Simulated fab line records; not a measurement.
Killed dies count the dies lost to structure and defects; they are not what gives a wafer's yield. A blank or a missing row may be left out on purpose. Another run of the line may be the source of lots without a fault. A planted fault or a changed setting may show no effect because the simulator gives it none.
Which tool was responsible? + flow sky130 + 12 lots with 36 wafers sampled at 3 steps, on a route of 708 steps

WHAT THE GAUGES SHOWED, per wafer
SKY_VT_ADJUST_LVTN_OVL_MEAS_18.
| lot  | measured     | on         | VT_ADJUST_LVTN_01_OVL (nm) |
|------|--------------|------------|----------------------------|
| L478 | day 7 23:02  | overlay-02 | -1.0 -0.4 1.2              |
| L479 | day 7 23:56  | overlay-02 | 1.5 -0.9 0.6               |
| L480 | day 8 06:41  | overlay-02 | -0.5 0.5 -0.8              |
| L481 | day 8 14:22  | overlay-02 | 0.2 2.0 -0.7               |
| L488 | day 10 11:53 | overlay-01 | -2.2 -0.4 -0.9             |
| L490 | day 11 04:47 | overlay-02 | 1.6 0.8 0.7                |
| L491 | day 11 11:41 | overlay-01 | -1.7 -1.3 -1.2             |
| L494 | day 12 11:16 | overlay-01 | -2.5 -0.7 -2.5             |
| L495 | day 12 15:29 | overlay-01 | -2.2 -1.4 -0.1             |
| L496 | day 12 21:34 | overlay-02 | -3.2 -1.3 -1.8             |
| L499 | day 13 23:34 | overlay-02 | -1.3 -0.8 0.6              |
| L501 | day 14 06:32 | overlay-02 | -3.0 -3.6 -4.4             |

SKY_SPACER_THK_MEAS_01.
| lot  | measured     | on           | SPACER_CVD_00_THK (nm)        |
|------|--------------|--------------|-------------------------------|
| L478 | day 23 01:34 | filmMetro-03 | 43.1 43.1 43.1                |
| L479 | day 23 06:34 | filmMetro-02 | 42.4 43.0 42.9                |
| L480 | day 23 13:25 | filmMetro-04 | 42.6 43.2 42.9                |
| L481 | day 24 09:47 | filmMetro-03 | 43.5 43.7 43.7                |
| L488 | day 27 04:04 | filmMetro-04 | 44.9 44.7 44.6 45.0 44.7 44.6 |
| L490 | day 27 15:43 | filmMetro-04 | 44.2 44.7 44.4 44.3 44.8 44.5 |
| L491 | day 27 22:03 | filmMetro-04 | 44.3 44.0 44.7 44.2 44.0 44.7 |
| L494 | day 28 22:46 | filmMetro-03 | 43.3 43.5 43.2                |
| L495 | day 29 13:04 | filmMetro-03 | 43.1 43.4 43.3                |
| L496 | day 29 16:25 | filmMetro-03 | 42.9 43.0 42.8                |
| L499 | day 30 14:47 | filmMetro-02 | 42.9 43.3 43.2                |
| L501 | day 30 17:18 | filmMetro-03 | 43.6 43.5 43.2                |

SKY_POLY_CUT_OVL_MEAS_09.
| lot  | measured     | on         | POLY_CUT_OVL (nm) |
|------|--------------|------------|-------------------|
| L478 | day 24 08:00 | overlay-02 | -9 1 -2           |
| L479 | day 24 13:15 | overlay-01 | 3 1 -7            |
| L480 | day 24 19:31 | overlay-02 | 0 -2 3            |
| L481 | day 25 15:08 | overlay-01 | 7 12 13           |
| L488 | day 28 09:01 | overlay-01 | -2 1 3            |
| L490 | day 28 20:49 | overlay-02 | -1 -8 0           |
| L491 | day 29 02:08 | overlay-02 | -7 -11 -12        |
| L494 | day 30 10:22 | overlay-01 | 5 7 -2            |
| L495 | day 30 11:28 | overlay-02 | 5 -3 2            |
| L496 | day 30 12:56 | overlay-01 | -5 -1 1           |
| L499 | day 31 16:22 | overlay-02 | 2 8 5             |
| L501 | day 31 21:14 | overlay-01 | -1 -11 -5         |

WHAT TOOL EACH LOT RAN ON (gives the tool, then ch and the chambers of the sampled wafers, and finally the start)
Record: no process step prior to these readings.

AS READ BY THE TOOLS THEMSELVES (means over the sampled wafers that have a number; for cases with no such wafer, the mark the record gives instead)
The record holds no such reading with a usual standard deviation.

THE ANSWER, worked out from the rows above alone
Rule: the usual values come from the lots themselves. The widest of any qualifying gaps counts: lots, ordered by their means at a reading, are off when they make up no more than a third of the lots, leave a main group of 4 or more, and stand apart from it by 3 or more times the standard deviation of that group's means. If all means in a main group match to the digits the tables above print for the reading, that group is not used. A lot without any number at a reading at which 4 lots or more have one is off too. The other lots that the step has rows for count as sound. The gauges are gone through in route order, then the tools' own readings, and for those a lot's mean is taken as printed above. At the first step where some lot is off, the reading lying furthest off is the one used; lots without a number count as furthest.
No lot is off at any reading shown: from this, nothing can be told.

WHAT WAS PUT IN BY THE SIMULATOR
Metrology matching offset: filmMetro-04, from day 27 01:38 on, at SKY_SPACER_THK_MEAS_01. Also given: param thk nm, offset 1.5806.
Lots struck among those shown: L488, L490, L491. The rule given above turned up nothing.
